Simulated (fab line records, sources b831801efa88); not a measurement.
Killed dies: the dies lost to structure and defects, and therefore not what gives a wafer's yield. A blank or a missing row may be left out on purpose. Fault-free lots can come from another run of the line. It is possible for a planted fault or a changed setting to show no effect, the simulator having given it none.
fab line records	flow sky130	part 1 of 2: steps 1 to 42 of 43
record: lots: 7	wafers: 21	last_day: 50
route steps=708 shown FIELD_ISO@6 NWELL@32 DNWELL@35 PWDE@45 PAD_OPEN@708
lots that met no fault: taken from a fault-free run of the same line
start_h: the number of hours between the record's first day and the start of the first shown wafer of the lot	wait_h: how many hours have passed since the lot's step before this one	" unchanged from the row above	L1.1+2: a single row standing in for several wafers	- either no value or no given start	* or withheld: withheld	< > ~ a bound
route shown NAME@n: names a module that has steps shown in the file, with the first one's number in the route	usual: mean/standard deviation of fault-free wafers	same: alike in all rows	chamber/n: place in a boat	sites: per-site readings	_std_site: the values' standard deviation	_edge_site: mean of outer sites minus mean of inner sites	radius_mm: how far each site lies from the wafer's centre	mask NAME#n: copy n	behind: the last tool/chamber to shape the wafer	hold: why the lot went on hold/how many hours it stayed there/how the hold came to an end	device: names the non-switching transistor (n, p or np)	end of line: the route-end tests of the same wafers	for a step that has no rows: nothing shown but its recipe	killed: the dies lost at the first sort to structure and to defects; this is not the yield of the wafer	map: per-die view of a wafer (x killed, . not killed, _ where there is no die)
set.NAME: the setting the step ran with; set.NAME@STEP: the setting that earlier step ran with	model.NAME: the simulator's own value behind a step, which no gauge read
lots at selected steps of the route; one table per step, one row per wafer
services: when a tool's chamber went out of use (start_h, in hours from the record's first day, below 0 if earlier), for how many hours, and the reason
== steps ==
step: SKY_FIELD_ISO_DEHYDRATE_05
recipe: temp_c: 200	time_s: 60
step: SKY_FIELD_ISO_HMDS_06
recipe: prime_time_s: 60	prime_temp_c: 120
step: SKY_FIELD_ISO_COAT_07
recipe: resist: BARC	temp_c: withheld	time_s: withheld	spin_rpm: 3000	resist_thk_nm: 60
step: SKY_FIELD_ISO_COAT_08
recipe: resist: KrF-thick	spin_rpm: 3000	resist_thk_nm: 450
step: SKY_FIELD_ISO_SOFTBAKE_09
recipe: temp_c: 100	time_s: 90	resist: KrF-thick
step: SKY_FIELD_ISO_EXPOSE_10
recipe: mask_id: FOM	na: 0.68	source_shape: annular	sigma_inner: 0.4	sigma_outer: 0.8	target_cd_nm: 150	dose_mj: 28
step: SKY_FIELD_ISO_PEB_11
recipe: peb_temp_c: withheld	peb_time_s: withheld	resist: KrF-thick
step: SKY_FIELD_ISO_DEVELOP_12
recipe: develop_time_s: 60	resist: KrF-thick	dev_temp_c: 21
step: SKY_FIELD_ISO_CD_MEAS_13
recipe: target_cd_nm: 150
usual: cd_nm: 149.7/1.5
lot.wafer	tool	chamber	start_h	wait_h	cd_nm
L239.1	cd_sem-02	-	46.29	-	149.7
L239.2	"	-	"	"	151.4
L239.6	"	-	"	"	149.8
L241.1	cd_sem-02	-	55.25	-	150.9
L241.3	"	-	"	"	150.8
L241.4	"	-	"	"	149.6
L242.1	cd_sem-02	-	64.28	-	149.1
L242.4	"	-	"	"	149.2
L242.6	"	-	"	"	148.9
L252.2	cd_sem-01	-	112.85	-	149.9
L252.4	"	-	"	"	150.1
L252.6	"	-	"	"	149.0
L253.1	cd_sem-01	-	117.65	-	149.4
L253.2	"	-	"	"	148.7
L253.6	"	-	"	"	150.2
L255.2	cd_sem-01	-	128.65	-	152.0
L255.3	"	-	"	"	151.7
L255.4	"	-	"	"	151.2
L257.2	cd_sem-02	-	139.22	-	149.4
L257.3	"	-	"	"	149.5
L257.5	"	-	"	"	150.0
step: SKY_FIELD_ISO_ETCH_14
recipe: chemistry: N2/H2	target: BARC	ion_energy_ev: 200	source_w: 500	bias_w: 100	pressure_mtorr: 30	n2_flow_sccm: 100	h2_flow_sccm: 200	stop_on: SiO2	time_s: 45.9	target_depth_a: 600
usual: drypump_motor_current_A: 5.6/0.56	oes_product_au: 0.854/0.0048	throttle_valve_pct: 13.224/0.011
lot.wafer	tool	chamber	start_h	wait_h	drypump_motor_current_A	oes_product_au	rf_hours_counter_h	throttle_valve_pct
L239.1	rie_diel-03	2	46.41	0.1	5.3	0.854	89	13.208
L239.2	"	3	"	"	5.5	0.853	157	13.217
L239.6	"	0	"	"	4.7	0.850	-	13.226
L241.1	rie_diel-03	3	55.37	0.1	5.6	0.851	157	13.242
L241.3	"	2	"	"	5.3	0.853	89	13.248
L241.4	"	0	"	"	4.7	0.856	134	13.238
L242.1	rie_diel-02	1	64.40	0.1	5.5	0.854	112	13.220
L242.4	"	2	"	"	4.7	0.864	78	13.197
L242.6	"	3	"	"	6.2	0.849	-	13.208
L252.2	rie_diel-04	0	112.95	0.1	6.4	0.857	128	13.223
L252.4	"	3	"	"	6.3	0.855	137	13.234
L252.6	"	2	"	"	5.7	0.850	-	13.231
L253.1	rie_diel-04	2	117.77	0.1	5.7	0.854	3	13.219
L253.2	"	1	"	"	4.8	0.851	31	13.217
L253.6	"	1	"	"	4.8	0.846	-	13.224
L255.2	rie_diel-04	1	128.75	0.1	4.8	0.853	31	13.218
L255.3	"	2	"	"	5.7	0.852	3	13.238
L255.4	"	0	"	"	6.4	0.850	128	13.213
L257.2	rie_diel-04	3	139.32	0.1	6.3	0.853	137	13.219
L257.3	"	0	"	"	6.4	0.843	128	13.209
L257.5	"	2	"	"	5.8	0.856	-	13.215
step: SKY_FIELD_ISO_ETCH_15
recipe: chemistry: CHF3/O2	target_depth_nm: 180	stop_on: Si	source_w: 600	bias_w: 200	pressure_mtorr: 40	chf3_flow_sccm: 50	O2_flow_sccm: 5	time_s: 72
usual: drypump_motor_current_A: 5.5/0.56	oes_product_au: 0.948/0.0065	throttle_valve_pct: 8.844/0.0091
lot.wafer	tool	chamber	start_h	wait_h	drypump_motor_current_A	oes_product_au	rf_hours_counter_h	throttle_valve_pct
L239.1	rie_diel-03	2	46.46	0.0	5.2	0.945	89	8.844
L239.2	"	3	"	"	5.5	0.949	157	8.836
L239.6	"	0	"	"	4.6	0.948	-	8.831
L241.1	rie_diel-03	3	55.41	0.0	5.5	0.959	157	8.863
L241.3	"	2	"	"	5.3	0.945	89	8.824
L241.4	"	0	"	"	4.6	0.947	134	8.838
L242.1	rie_diel-02	1	64.44	0.0	5.6	0.946	112	8.837
L242.4	"	2	"	"	4.7	0.943	78	8.846
L242.6	"	3	"	"	6.2	0.946	-	8.834
L252.2	rie_diel-04	0	112.99	0.0	6.4	0.956	128	8.853
L252.4	"	3	"	"	6.3	0.952	137	8.839
L252.6	"	2	"	"	5.7	0.947	-	8.872
L253.1	rie_diel-04	2	117.81	0.0	5.8	0.953	3	8.846
L253.2	"	1	"	"	4.8	0.949	31	8.844
L253.6	"	1	"	"	4.8	0.950	-	8.851
L255.2	rie_diel-04	1	128.79	0.0	4.8	0.948	31	8.849
L255.3	"	2	"	"	5.7	0.951	3	8.856
L255.4	"	0	"	"	6.4	0.951	128	8.850
L257.2	rie_diel-04	3	139.36	0.0	6.3	0.941	137	8.828
L257.3	"	0	"	"	6.4	0.946	128	8.840
L257.5	"	2	"	"	5.7	0.945	-	8.848
step: SKY_FIELD_ISO_STRIP_16
recipe: chemistry: O2/N2	power_w: 1400	pressure_mtorr: 1500	platen_temp_c: withheld	o2_flow_sccm: 3000	n2_flow_sccm: 300	overash_fraction: 0.5
usual: drypump_motor_current_A: 5.5/0.38	oes_product_au: 0.377/0.0047	strip_time_to_endpoint_s: 3.54/0.038
lot.wafer	tool	chamber	start_h	wait_h	drypump_motor_current_A	oes_product_au	rf_hours_counter_h	strip_time_to_endpoint_s
L239.1	plasma_asher-02	0	46.51	0.0	5.7	0.383	39	3.53
L239.2	"	1	"	"	5.5	0.378	39	3.53
L239.6	"	0	"	"	5.7	0.375	-	3.53
L241.1	plasma_asher-02	1	55.47	0.0	5.5	0.376	40	3.53
L241.3	"	0	"	"	5.8	0.381	-	3.59
L241.4	"	1	"	"	5.5	0.373	-	3.50
L242.1	plasma_asher-03	1	64.50	0.0	5.2	0.379	25	3.58
L242.4	"	0	"	"	4.9	0.379	-	3.57
L242.6	"	1	"	"	5.2	0.391	-	3.55
L252.2	plasma_asher-03	0	113.05	0.0	4.9	0.386	30	3.49
L252.4	"	1	"	"	5.2	0.377	-	3.50
L252.6	"	1	"	"	5.2	0.375	-	3.45
L253.1	plasma_asher-03	0	117.87	0.0	4.9	0.372	31	3.48
L253.2	"	1	"	"	5.2	0.377	31	3.55
L253.6	"	0	"	"	4.9	0.378	-	3.52
L255.2	plasma_asher-02	0	128.85	0.0	5.8	0.385	47	3.57
L255.3	"	0	"	"	5.8	0.371	-	3.52
L255.4	"	1	"	"	5.6	0.377	-	3.53
L257.2	plasma_asher-02	0	139.42	0.0	5.8	0.375	48	3.51
L257.3	"	0	"	"	5.8	0.372	-	3.50
L257.5	"	0	"	"	5.8	0.373	-	3.47
step: SKY_FIELD_ISO_ETCH_17
recipe: target_depth_a: 3420	mask_material: Si3N4	chemistry: HBr/Cl2/O2	target: Si	taper_deg: 5	icp_w: 600	bias_w: 150	pressure_mtorr: 15	HBr_flow_sccm: 150	Cl2_flow_sccm: 40	O2_flow_sccm: 6	time_s: 97.7
usual: drypump_motor_current_A: 5.5/0.38	mfc_cl2_sccm: 40.01/0.11	oes_product_au: 1.000/0.01	throttle_valve_pct: 25.658/0.012
lot.wafer	tool	chamber	start_h	wait_h	drypump_motor_current_A	mfc_cl2_sccm	oes_product_au	rf_hours_counter_h	throttle_valve_pct
L239.1	rie_si-01	2	46.61	0.1	5.9	39.92	1.010	103	25.647
L239.2	"	0	"	"	4.9	40.13	0.983	93	25.674
L239.6	"	3	"	"	5.3	39.96	0.993	-	25.651
L241.1	rie_si-02	1	55.57	0.1	5.0	39.99	0.988	82	25.657
L241.3	"	0	"	"	5.6	39.94	1.002	25	25.664
L241.4	"	2	"	"	5.6	39.98	0.980	155	25.672
L242.1	rie_si-02	1	64.60	0.1	5.0	39.93	0.988	82	25.658
L242.4	"	0	"	"	5.6	40.14	1.000	-	25.658
L242.6	"	1	"	"	5.0	39.98	0.998	-	25.661
L252.2	rie_si-02	2	113.15	0.1	5.6	39.96	1.006	0	25.642
L252.4	"	3	"	"	6.0	40.09	1.005	36	25.664
L252.6	"	0	"	"	5.6	39.78	0.994	-	25.681
L253.1	rie_si-01	2	117.97	0.1	5.9	40.04	1.012	104	25.645
L253.2	"	0	"	"	5.0	39.95	0.994	94	25.655
L253.6	"	1	"	"	5.7	40.04	1.004	-	25.652
L255.2	rie_si-02	1	128.95	0.1	5.0	39.91	0.995	83	25.669
L255.3	"	3	"	"	5.9	40.02	1.006	36	25.647
L255.4	"	0	"	"	5.6	40.07	1.011	-	25.654
L257.2	rie_si-02	3	139.52	0.1	6.0	40.03	1.005	36	25.647
L257.3	"	2	"	"	5.6	40.08	1.005	0	25.660
L257.5	"	3	"	"	6.0	40.06	1.006	-	25.667
step: SKY_FIELD_ISO_WET_ETCH_18
recipe: chemistry: H3PO4	target_depth_nm: 25	temp_c: 160	target: Si3N4	time_s: 286
step: SKY_FIELD_ISO_CLEAN_19
recipe: chemistry: SC1/SC2	mix: 1:4:20	temp_c: 70	time_s: 150
step: SKY_FIELD_ISO_CLEAN_20
recipe: chemistry: dHF	time_s: 20	dilution: 100:1
step: SKY_FIELD_ISO_WET_ETCH_21
recipe: chemistry: dHF	dilution: 100:1	target_depth_nm: 20	dry: ipa_marangoni	target: SiO2	temp_c: 25	time_s: 400
step: SKY_FIELD_ISO_OXIDATION_22
recipe: temp_c: 950	ambient: O2	stabilise_s: 600	purge_s: 300	target_thk_a: 100	ox_time_s: 623
step: SKY_FIELD_ISO_THK_MEAS_23
recipe: reads: SiO2_of_FIELD_ISO_OXIDATION_22
usual: FIELD_ISO_OXIDATION_01_THK: 10.00/0.18
lot.wafer	tool	chamber	start_h	wait_h	FIELD_ISO_OXIDATION_01_THK[nm]
L239.1	film_metro-02	-	48.75	0.0	9.94
L239.2	"	-	"	"	9.75
L239.6	"	-	"	"	9.98
L241.1	film_metro-01	-	59.75	0.0	10.00
L241.3	"	-	"	"	10.03
L241.4	"	-	"	"	10.04
L242.1	film_metro-02	-	66.85	0.0	9.85
L242.4	"	-	"	"	9.81
L242.6	"	-	"	"	9.91
L252.2	film_metro-03	-	114.69	0.0	10.10
L252.4	"	-	"	"	9.94
L252.6	"	-	"	"	10.09
L253.1	film_metro-01	-	119.50	0.0	9.86
L253.2	"	-	"	"	9.95
L253.6	"	-	"	"	9.92
L255.2	film_metro-01	-	130.64	0.0	9.90
L255.3	"	-	"	"	10.15
L255.4	"	-	"	"	10.10
L257.2	film_metro-03	-	141.05	0.0	9.90
L257.3	"	-	"	"	9.78
L257.5	"	-	"	"	9.82
step: SKY_FIELD_ISO_CVD_24
recipe: material: SiO2	target_thk_nm: 595	temp_c: 650	sigma_open_frac: 0.3	time_s: 99.2	sih4_flow_sccm: 60	pressure_mtorr: 6
step: SKY_FIELD_ISO_THK_MEAS_25
recipe: reads: SiO2_of_FIELD_ISO_CVD_24
usual: FIELD_ISO_CVD_24_THK: 597/5.4
lot.wafer	tool	chamber	start_h	wait_h	FIELD_ISO_CVD_24_THK[nm]
L239.1	film_metro-02	-	48.88	0.0	600
L239.2	"	-	"	"	606
L239.6	"	-	"	"	602
L241.1	film_metro-03	-	59.88	0.0	597
L241.3	"	-	"	"	595
L241.4	"	-	"	"	600
L242.1	film_metro-01	-	66.98	0.0	602
L242.4	"	-	"	"	601
L242.6	"	-	"	"	600
L252.2	film_metro-01	-	114.82	0.0	601
L252.4	"	-	"	"	598
L252.6	"	-	"	"	595
L253.1	film_metro-03	-	119.63	0.0	593
L253.2	"	-	"	"	597
L253.6	"	-	"	"	589
L255.2	film_metro-03	-	130.77	0.0	591
L255.3	"	-	"	"	597
L255.4	"	-	"	"	585
L257.2	film_metro-02	-	141.18	0.0	603
L257.3	"	-	"	"	606
L257.5	"	-	"	"	594
step: SKY_FIELD_ISO_ANNEAL_26
recipe: temp_c: 1000	time_s: 1800	ambient: N2
step: SKY_FIELD_ISO_CMP_27
recipe: stop_on: Si3N4	t_overpolish_s: 16	down_force_psi: 4	platen_rpm: 60	target_thk_nm: 457.8	pad_velocity_m_s: 0.94248
usual: motor_current_A: 12.4/1.2	overpolish_run_s: 16.001/0.0095	platen_rpm: 60.00/0.038	time_to_endpoint_s: 112/4.4
lot.wafer	tool	chamber	start_h	wait_h	motor_current_A	overpolish_run_s	platen_rpm	time_to_endpoint_s
L239.2	cmp-02	2	54.26	0.1	12.0	16.007	59.99	109
L239.1	"	0	"	"	15.0	16.003	60.02	118
L239.6	"	1	"	"	12.5	16.004	60.03	116
L241.4	cmp-02	1	62.50	0.0	12.6	16.001	59.96	110
L241.1	"	2	"	"	12.2	16.005	60.04	109
L241.3	"	0	"	"	14.8	15.990	59.95	111
L242.1	cmp-01	0	68.54	0.0	11.0	15.995	59.98	124
L242.4	"	1	"	"	13.0	16.003	60.03	116
L242.6	"	1	"	"	11.9	15.990	59.95	115
L252.4	cmp-02	3	116.42	0.1	13.6	16.011	59.96	122
L252.2	"	1	"	"	12.6	15.982	60.04	118
L252.6	"	2	"	"	12.4	15.998	59.95	116
L253.1	cmp-01	0	121.29	0.1	10.5	16.003	59.97	114
L253.2	"	1	"	"	12.9	15.992	59.95	114
L253.6	"	2	"	"	12.3	15.999	60.04	103
L255.3	cmp-01	0	132.41	0.1	11.5	16.009	60.00	120
L255.2	"	1	"	"	14.0	15.997	60.00	117
L255.4	"	2	"	"	12.8	15.993	60.08	106
L257.2	cmp-01	0	143.60	0.1	10.8	16.015	59.98	121
L257.3	"	2	"	"	13.1	16.001	59.98	111
L257.5	"	0	"	"	10.6	16.022	60.04	117
step: SKY_FIELD_ISO_WET_ETCH_28
recipe: chemistry: dHF	target_depth_nm: 23.7	target: SiO2	dilution: 10:1	temp_c: 25	time_s: 47
step: SKY_FIELD_ISO_WET_ETCH_29
recipe: chemistry: H3PO4	target_depth_nm: 160	target: Si3N4	temp_c: 160	time_s: 1825
step: SKY_FIELD_ISO_WET_ETCH_30
recipe: chemistry: dHF	target_depth_nm: 25	target: SiO2	dilution: 10:1	temp_c: 25	time_s: 50
step: SKY_NWELL_CLEAN_00
recipe: chemistry: SC1/SC2	mix: 1:4:20	temp_c: 70	time_s: 150	dry: n2_spin
step: SKY_NWELL_OXIDATION_01
recipe: temp_c: 900	ambient: O2	stabilise_s: 600	purge_s: 300	target_thk_a: 100	ox_time_s: 1418
step: SKY_NWELL_THK_MEAS_02
recipe: reads: SiO2_of_NWELL_OXIDATION_01
usual: NWELL_OXIDATION_THK: 9.92/0.2
lot.wafer	tool	chamber	start_h	wait_h	NWELL_OXIDATION_THK[nm]
L239.1	film_metro-01	-	58.57	0.0	9.43
L239.2	"	-	"	"	9.52
L239.6	"	-	"	"	9.44
L241.1	film_metro-04	-	66.65	0.0	9.75
L241.3	"	-	"	"	9.57
L241.4	"	-	"	"	9.85
L242.1	film_metro-01	-	71.05	0.0	9.96
L242.4	"	-	"	"	10.01
L242.6	"	-	"	"	9.83
L252.2	film_metro-01	-	118.68	0.0	9.95
L252.4	"	-	"	"	9.89
L252.6	"	-	"	"	10.06
L253.1	film_metro-01	-	125.34	0.0	9.91
L253.2	"	-	"	"	9.78
L253.6	"	-	"	"	10.04
L255.2	film_metro-01	-	136.20	0.0	9.54
L255.3	"	-	"	"	9.84
L255.4	"	-	"	"	9.57
L257.2	film_metro-03	-	146.48	0.0	9.95
L257.3	"	-	"	"	9.92
L257.5	"	-	"	"	10.08
step: SKY_DNWELL_DEHYDRATE_00
recipe: temp_c: 200	time_s: 60
step: SKY_DNWELL_HMDS_01
recipe: prime_time_s: 60	prime_temp_c: 120
step: SKY_DNWELL_COAT_02
recipe: spin_rpm: 2000	resist_thk_nm: 3000
step: SKY_DNWELL_SOFTBAKE_03
recipe: temp_c: 110	time_s: withheld
step: SKY_DNWELL_EXPOSE_04
recipe: mask_id: DNM	na: 0.57	target_cd_nm: 3000	dose_mj: 222
step: SKY_DNWELL_PEB_05
recipe: temp_c: 115	time_s: withheld
step: SKY_DNWELL_DEVELOP_06
recipe: wall_angle_deg: 90	developer: TMAH	develop_time_s: 60	dev_temp_c: 23
step: SKY_DNWELL_IMPLANT_07
recipe: species: P	energy_kev: withheld	dose_cm2: withheld	tilt_deg: withheld
step: SKY_DNWELL_STRIP_08
recipe: chemistry: O2/N2	power_w: 1400	pressure_mtorr: 1500	platen_temp_c: withheld	o2_flow_sccm: 3000	n2_flow_sccm: 300	overash_fraction: 0.5
usual: drypump_motor_current_A: 5.69/0.25	oes_product_au: 0.723/0.005	strip_time_to_endpoint_s: 36.92/0.12
lot.wafer	tool	chamber	start_h	wait_h	drypump_motor_current_A	oes_product_au	rf_hours_counter_h	strip_time_to_endpoint_s
L239.1	plasma_asher-04	1	74.10	0.1	5.60	0.727	35	36.95
L239.2	"	0	"	"	5.65	0.718	35	36.82
L239.6	"	1	"	"	5.59	0.720	-	36.91
L241.1	plasma_asher-01	1	83.54	0.1	5.98	0.718	40	36.88
L241.3	"	1	"	"	6.01	0.728	-	37.04
L241.4	"	0	"	"	5.95	0.721	-	37.02
L242.1	plasma_asher-01	1	88.55	0.1	6.00	0.726	41	36.92
L242.4	"	0	"	"	5.96	0.723	-	37.00
L242.6	"	0	"	"	5.94	0.731	-	37.01
L252.2	plasma_asher-04	1	138.00	0.1	5.59	0.730	2	36.92
L252.4	"	1	"	"	5.58	0.718	-	36.96
L252.6	"	1	"	"	5.60	0.723	-	36.94
L253.1	plasma_asher-04	0	144.46	0.1	5.66	0.719	3	36.82
L253.2	"	1	"	"	5.59	0.720	3	36.85
L253.6	"	1	"	"	5.60	0.719	-	36.81
L255.2	plasma_asher-01	0	155.40	0.1	5.96	0.721	48	37.02
L255.3	"	1	"	"	5.97	0.718	-	37.09
L255.4	"	0	"	"	5.93	0.728	-	37.06
L257.2	plasma_asher-04	0	166.63	0.1	5.67	0.717	5	37.06
L257.3	"	0	"	"	5.66	0.724	-	37.12
L257.5	"	1	"	"	5.60	0.723	-	37.04
step: SKY_DNWELL_TW_MEAS_09
usual: DNWELL_TW: 1100/5.1
lot.wafer	tool	chamber	start_h	wait_h	DNWELL_TW
L239.1	film_metro-04	-	74.20	0.1	1100
L239.2	"	-	"	"	1102
L239.6	"	-	"	"	1103
L241.1	film_metro-03	-	83.64	0.1	1105
L241.3	"	-	"	"	1099
L241.4	"	-	"	"	1098
L242.1	film_metro-01	-	88.65	0.1	1094
L242.4	"	-	"	"	1098
L242.6	"	-	"	"	1086
L252.2	film_metro-04	-	138.11	0.1	1105
L252.4	"	-	"	"	1106
L252.6	"	-	"	"	1099
L253.1	film_metro-04	-	144.56	0.1	1100
L253.2	"	-	"	"	1097
L253.6	"	-	"	"	1098
L255.2	film_metro-04	-	155.51	0.1	1095
L255.3	"	-	"	"	1099
L255.4	"	-	"	"	1100
L257.2	film_metro-04	-	166.74	0.1	1098
L257.3	"	-	"	"	1099
L257.5	"	-	"	"	1091
step: SKY_PWDE_DEHYDRATE_00
recipe: temp_c: 200	time_s: 60
step: SKY_PWDE_HMDS_01
recipe: prime_time_s: 60	prime_temp_c: 120
step: SKY_PWDE_COAT_02
recipe: spin_rpm: 2000	resist_thk_nm: 3000
